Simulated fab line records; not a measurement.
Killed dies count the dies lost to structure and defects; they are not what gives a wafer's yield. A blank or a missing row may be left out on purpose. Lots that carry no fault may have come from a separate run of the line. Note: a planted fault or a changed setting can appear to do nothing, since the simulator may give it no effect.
A lot that was struck, set against a sound lot || flow sky130 || 16 steps out of a route of 708
Sound: wafers L142.3, L142.4, L142.5. Struck: wafers L156.4, L156.6 (left out: L156.2, a lot-mate that was not struck); the cause follows at the end.
For every step that has rows: the tool of each side, followed by ch and its chambers, followed by its first start. Under that, the readings that differ: sound wafers || struck wafers || difference of the means || sigmas: that difference in standard deviations of wafers without a fault.
alike: a reading whose means differ by less than 2 such deviations, as well as words and numbers matching on both sides. not compared: withheld readings; readings where some wafer has no value; bounds like >300 that might hide an equal value; numbers whose values overlap and for which the record gives no deviation.
A row with sigmas, a row that says differs or no value, or rows on one side alone: a step with any of these is where the two part. Non-overlapping numbers with no deviation appear without sigmas and do not part them. A reading missing from all wafers of one side parts the sides only when that side holds two or more wafers.

first, 3 steps without rows for these wafers: SKY_METAL1_EXPOSE_12 (exposes mask MM1, target cd 140 nm); SKY_METAL1_PEB_13; SKY_METAL1_DEVELOP_14 (develop time 60 s).
SKY_METAL1_CD_MEAS_15 targets a cd of 140 nm.
  struck on cd_sem-02, day 37 10:38; sound on cd_sem-02, day 32 22:27
{"reading": "cd_nm (nm)", "sound": "140.7 141.8 142.0", "struck": "138.3 138.6", "difference": -3.1, "sigmas": -2}
SKY_METAL1_OVL_MEAS_16:
  struck on overlay-01, day 37 10:44; sound on overlay-01, day 32 22:32
  alike: METAL1_OVL
SKY_METAL1_DESCUM_17: chemistry O2, time 8 s.
  sound on rie_metal-03 ch 0,1, day 32 22:34; struck on rie_metal-04 ch 1, day 37 10:46
  alike: chamber_pressure_mTorr, drypump_motor_current_A, oes_product_au, temp_c
  not compared: rf_hours_counter_h
SKY_METAL1_ETCH_18: etches BARC in N2/H2, stops on SiO2, time 45.9 s, target depth 60 nm.
  sound on rie_metal-03 ch 0,1, day 32 22:37; struck on rie_metal-04 ch 1, day 37 10:47
  alike: chamber_pressure_mTorr, drypump_motor_current_A, oes_product_au, throttle_valve_pct
  not compared: rf_hours_counter_h
SKY_METAL1_METAL_ETCH_19: etches the open film in Cl2/BCl3, stops on SiO2, target depth 360 nm, time 78 s.
  sound on rie_metal-03 ch 0,1, day 32 22:41; struck on rie_metal-04 ch 1, day 37 10:52
  alike: chamber_pressure_mTorr, drypump_motor_current_A, mfc_cl2_sccm, oes_product_au, throttle_valve_pct
  not compared: rf_hours_counter_h
SKY_METAL1_STRIP_20: strips in O2/N2.
  sound on plasma_asher-03 ch 0,1, day 32 22:47; struck on plasma_asher-03 ch 0,1, day 37 10:57
  alike: chamber_pressure_mTorr, drypump_motor_current_A, o2_flow_sccm, oes_product_au, strip_time_to_endpoint_s
  not compared: rf_hours_counter_h
then, 3 steps without rows for these wafers: SKY_METAL1_STRIP_21 (strips in post etch residue remover, time 1200 s); SKY_METAL1_CLEAN_22 (cleans in IPA, time 180 s); SKY_METAL1_CLEAN_23 (cleans in O3/DIW).
SKY_VIA1_HDPCVD_00: deposits SiO2, target thk 1030 nm, time 171.7 s.
  sound on hdpcvd-02 ch 0,1,2, day 32 23:22; struck on hdpcvd-01 ch 0,2, day 37 11:32
{"reading": "run_length_s (s)", "sound": "199.8 198.6 199.9", "struck": "149.9 148.4", "difference": -50.3, "sigmas": -71}
{"reading": "model.SiO2_of_VIA1_HDPCVD_00.thk_nm (nm)", "sound": "1031 1024 1025", "struck": "718.7 715.5", "difference": -309.6, "sigmas": ""}
SKY_VIA1_THK_MEAS_01:
  struck on film_metro-03, day 37 11:40; sound on film_metro-04, day 32 23:30
{"reading": "VIA1_HDPCVD_THK (nm)", "sound": "1032 1025 1024", "struck": "719 715", "difference": -310, "sigmas": -31}
SKY_VIA1_CMP_02: polishes SiO2.
  sound on cmp-01 ch 0,1, day 32 23:32; struck on cmp-02 ch 0,2, day 37 11:46
  alike: edge_zone_pressure_frac, motor_current_A
-- the record jumps here: 12 days lie between the struck wafers' starts before and after (it left off in module VIA1 and takes up again in module PAD_OPEN, whose first step shown is number 708 of the route) --
SKY_PAD_OPEN_PROBE_99:
  struck on prober-02, day 49 05:35; sound on prober-01, day 45 20:35
  alike: defect_limited_yield, killed_at_M0_to_M3, killed_at_M4_up, killed_at_contacts, killed_at_front_end, killed_at_other, killed_dies, killed_open, killed_short, sort_bin_3_pad_short, sort_bin_5_function, sort_bin_6_memory, sort_n_pass, sort_yield_pct

== WHERE THEY PART ==
Earliest at SKY_METAL1_CD_MEAS_15; latest, in this record, at SKY_VIA1_THK_MEAS_01. Later steps at which nothing parts them and some readings are alike: SKY_VIA1_CMP_02, SKY_PAD_OPEN_PROBE_99.

WHY: whatever the simulator had introduced
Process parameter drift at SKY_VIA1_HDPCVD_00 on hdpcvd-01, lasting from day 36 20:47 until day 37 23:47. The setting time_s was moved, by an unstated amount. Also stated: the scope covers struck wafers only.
